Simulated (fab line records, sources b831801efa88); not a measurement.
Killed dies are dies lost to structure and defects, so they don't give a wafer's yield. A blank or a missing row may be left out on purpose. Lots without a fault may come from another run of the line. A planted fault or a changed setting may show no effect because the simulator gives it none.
A struck lot beside a sound one | flow sky130 | 15 steps out of a route of 708
Sound: wafers L573.1, L573.3, L573.6. Struck: wafers L582.2, L582.3, L582.5. The cause comes at the end.
At each step with rows: each side's tool, then ch and its chambers, then its first start. Under that, the readings that differ: sound wafers | struck wafers | difference of the means | sigmas: that difference in standard deviations of wafers without a fault.
alike: readings whose means differ by less than 2 such deviations, and words and numbers that are the same on both sides. not compared: withheld readings, readings that some wafer has no value for, bounds like >300 that may hide the same value, and numbers for which the record gives no deviation and whose values overlap.
The two part at a step that has a row with sigmas, a row that says differs or no value, or rows on one side only. Numbers that don't overlap but have no deviation are shown without sigmas and don't part them. A reading that every wafer of one side lacks parts them only if that side has two wafers or more.

first, 5 steps without rows for these wafers: SKY_VT_ADJUST_LVTN_COAT_13 (resist thk 1140 nm); SKY_VT_ADJUST_LVTN_SOFTBAKE_14 (time 60 s); SKY_VT_ADJUST_LVTN_EXPOSE_15 (exposes mask HVN STD DERIVED, target cd 600 nm); SKY_VT_ADJUST_LVTN_PEB_16; SKY_VT_ADJUST_LVTN_DEVELOP_17 (develop time 60 s).
SKY_VT_ADJUST_LVTN_OVL_MEAS_18:
  sound on overlay-01, day 8 11:20; struck on overlay-01, day 11 02:18
  alike: VT_ADJUST_LVTN_01_OVL
then, 1 step without rows for these wafers: SKY_VT_ADJUST_LVTN_IMPLANT_19.
SKY_VT_ADJUST_LVTN_STRIP_20: strips in O2/N2.
  sound on plasma_asher-02 ch 0,1, day 8 11:31; struck on plasma_asher-03 ch 0,1, day 11 02:29
  alike: drypump_motor_current_A, oes_product_au, strip_time_to_endpoint_s
  not compared: rf_hours_counter_h
SKY_VT_ADJUST_LVTN_TW_MEAS_21:
  sound on film_metro-03, day 8 11:37; struck on film_metro-03, day 11 02:35
  alike: VT_ADJUST_LVTN_2_TW
then, 3 steps without rows for these wafers: SKY_VT_ADJUST_NCORE_DEHYDRATE_00 (time 60 s); SKY_VT_ADJUST_NCORE_HMDS_01 (prime time 60 s); SKY_VT_ADJUST_NCORE_COAT_02 (resist thk 1140 nm).
SKY_VT_ADJUST_NCORE_SOFTBAKE_03: time 60 s.
  sound on litho_track-04 ch 0, day 8 21:29; struck on litho_track-02 ch 0, day 11 14:55
  reading                  | sound             | struck            | difference | sigmas
  heater_power_total_W (W) | 56.61 56.50 56.60 | 55.33 55.41 55.48 | -1.16      | -24
  plate_temp_C (C)         | 90.05 90.06 90.13 | 88.67 88.63 88.78 | -1.39      | -13
  alike: chill_plate_temp_C
then, 1 step without rows for these wafers: SKY_VT_ADJUST_NCORE_EXPOSE_04 (exposes mask LVTN COMPLEMENT THIN, target cd 380 nm).
-- the record jumps here: 38 days lie between the struck wafers' starts before and after (it left off in module VT_ADJUST_NCORE and takes up again in module PAD_OPEN, whose first step shown is number 708 of the route) --
SKY_PAD_OPEN_PROBE_99:
  the record has rows for the struck wafers here (prober-01, day 49 03:37) and none for the sound ones

WHERE THEY PART
First at SKY_VT_ADJUST_NCORE_SOFTBAKE_03; last, within this record, at SKY_PAD_OPEN_PROBE_99.

WHY: what the simulator had put in
Process parameter drift: litho_track-02, from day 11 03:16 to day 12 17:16, at SKY_VT_ADJUST_NCORE_SOFTBAKE_03. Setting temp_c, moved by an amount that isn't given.
